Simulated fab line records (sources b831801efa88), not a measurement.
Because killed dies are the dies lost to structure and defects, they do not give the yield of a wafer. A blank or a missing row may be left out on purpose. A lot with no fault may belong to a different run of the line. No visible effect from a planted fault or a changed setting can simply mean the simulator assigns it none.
Comparing a struck lot with a sound one -- flow sky130 -- 31 steps out of a route of 708
Sound: the wafers L836.3, L836.5, L836.6. Struck: wafer L828.6 (L828.1, L828.2, from the same lot, were not struck and are left out); the cause is given at the end.
Order at every step that has rows: each side's tool, ch and its chambers, its first start. Under that, the readings that differ: sound wafers -- struck wafers -- difference of the means -- sigmas: that difference in standard deviations of wafers without a fault.
alike: words and numbers the same on both sides, and readings whose means are apart by under 2 such deviations; not compared: readings that were withheld, readings missing a value for some wafer, numbers with overlapping values and no deviation given by the record, and bounds like >300 which may hide the same value.
Wherever a step has rows on one side only, a row that says differs or no value, or a row with sigmas, the two part there. When numbers do not overlap yet have no deviation, they are printed without sigmas and do not part them. A reading missing from all wafers of one side parts the sides only when that side holds two or more wafers.

first, 1 step without rows for these wafers: SKY_VIA1_ETCH_15 (etches SiO2 in C4F8/O2/Ar, stops on TiN, target depth 351 nm, time 54 s).
SKY_VIA1_STRIP_16: strips in O2/N2.
  sound on plasma asher-01 ch 0,1, day 39 14:46; struck on plasma asher-04 ch 0, day 37 02:10
  alike: drypump motor current A, oes product au, strip time to endpoint s
  not compared: rf hours counter h
then, 5 steps without rows for these wafers: SKY_VIA1_STRIP_17 (strips in post etch residue remover, time 1200 s); SKY_VIA1_CLEAN_18 (cleans in IPA, time 180 s); SKY_VIA1_CLEAN_19 (cleans in O3/DIW); SKY_VIA1_SPUTTER_20 (material TiN, target thk 20 nm, time 80 s); SKY_VIA1_CVD_21 (deposits W, target thk 270 nm, time 80.902 s).
SKY_VIA1_RS_MEAS_22: a four-point-probe measurement.
  sound on film metro-02 at day 39 15:33; struck on film metro-02 at day 37 02:58
  alike: VIA1_W_RS
SKY_VIA1_THK_MEAS_23: measures by xrf.
  sound on film metro-02 at day 39 15:39; struck on film metro-02 at day 37 03:05
  alike: VIA1_W_THK
SKY_VIA1_CMP_24: polishes, stops on SiO2, t overpolish 15 s, target thk 0 nm.
  sound on cmp-01 ch 1,2, day 39 15:44; struck on cmp-02 ch 0, day 37 03:08
  alike: edge zone pressure frac, motor current A, overpolish run s, slurry filter dp kPa, time to endpoint s
SKY_METAL2_SPUTTER_00: material Ti, target thk 15 nm, time 10 s.
  sound on pvd sputter-04 at day 39 15:59; struck on pvd sputter-04 at day 37 03:26
  alike: throttle valve pct
SKY_METAL2_SPUTTER_01: material TiN, target thk 20 nm, time 16.7 s.
  sound on pvd sputter-04 at day 39 16:01; struck on pvd sputter-04 at day 37 03:28
  alike: throttle valve pct
SKY_METAL2_SPUTTER_02: material AlCu, target thk 250 nm, time 13.3 s.
  sound on pvd sputter-04 at day 39 16:02; struck on pvd sputter-04 at day 37 03:29
reading,sound,struck,difference,sigmas
model.AlCu_of_METAL2_SPUTTER_02.thk nm (nm),252.4 240.7 251.7,485,+237,
  alike: throttle valve pct
then, 1 step without rows for these wafers: SKY_METAL2_SPUTTER_03 (material Ti, target thk 5 nm, time 3.3 s).
SKY_METAL2_SPUTTER_04: material TiN, target thk 70 nm, time 58.3 s.
  sound on pvd sputter-04 at day 39 16:05; struck on pvd sputter-04 at day 37 03:32
  alike: throttle valve pct
SKY_METAL2_RS_MEAS_05: a four-point-probe measurement.
  sound on film metro-01 at day 39 16:10; struck on film metro-04 at day 37 03:35
reading,sound,struck,difference,sigmas
METAL2_ALCU_RS (ohm/sq),0.1256 0.1318 0.1263,0.0645,-0.0634,-29
SKY_METAL2_THK_MEAS_06: measures by xrf.
  sound on film metro-01 at day 39 16:16; struck on film metro-04 at day 37 03:42
reading,sound,struck,difference,sigmas
METAL2_ALCU_THK (nm),261 248 260,506,+250,+57
then, 8 steps without rows for these wafers: SKY_METAL2_DEHYDRATE_07 (time 60 s); SKY_METAL2_HMDS_08 (prime time 60 s); SKY_METAL2_COAT_09 (resist thk 60 nm); SKY_METAL2_COAT_10 (resist thk 450 nm); SKY_METAL2_SOFTBAKE_11 (time 90 s); SKY_METAL2_EXPOSE_12 (exposes mask MM2, target cd 140 nm); SKY_METAL2_PEB_13; SKY_METAL2_DEVELOP_14 (develop time 60 s).
SKY_METAL2_CD_MEAS_15: the cd target is 140 nm.
  sound on cd sem-01 at day 40 16:50; struck on cd sem-01 at day 38 05:11
  alike: cd nm
SKY_METAL2_OVL_MEAS_16:
  sound on overlay-01 at day 40 16:56; struck on overlay-02 at day 38 05:18
  alike: METAL2_OVL
then, 2 steps without rows for these wafers: SKY_METAL2_DESCUM_17 (chemistry O2, time 8 s); SKY_METAL2_ETCH_18 (etches BARC in N2/H2, stops on SiO2, time 45.9 s, target depth 60 nm).
SKY_METAL2_METAL_ETCH_19: etches the open film in Cl2/BCl3, stops on SiO2, target depth 360 nm, time 78 s.
  sound on rie metal-02 ch 0,1, day 40 17:05; struck on rie metal-04 ch 0, day 38 05:26
reading,sound,struck,difference,sigmas
oes product au (a.u.),0.855 0.861 0.856,0.997,+0.140,+19
  alike: drypump motor current A, rf fwd power W, throttle valve pct
  not compared: rf hours counter h
then, 1 step without rows for these wafers: SKY_METAL2_STRIP_20 (strips in O2/N2).

WHERE THEY PART
Earliest at SKY_METAL2_RS_MEAS_05; latest, in this record, at SKY_METAL2_METAL_ETCH_19.

WHY: whatever the simulator had introduced
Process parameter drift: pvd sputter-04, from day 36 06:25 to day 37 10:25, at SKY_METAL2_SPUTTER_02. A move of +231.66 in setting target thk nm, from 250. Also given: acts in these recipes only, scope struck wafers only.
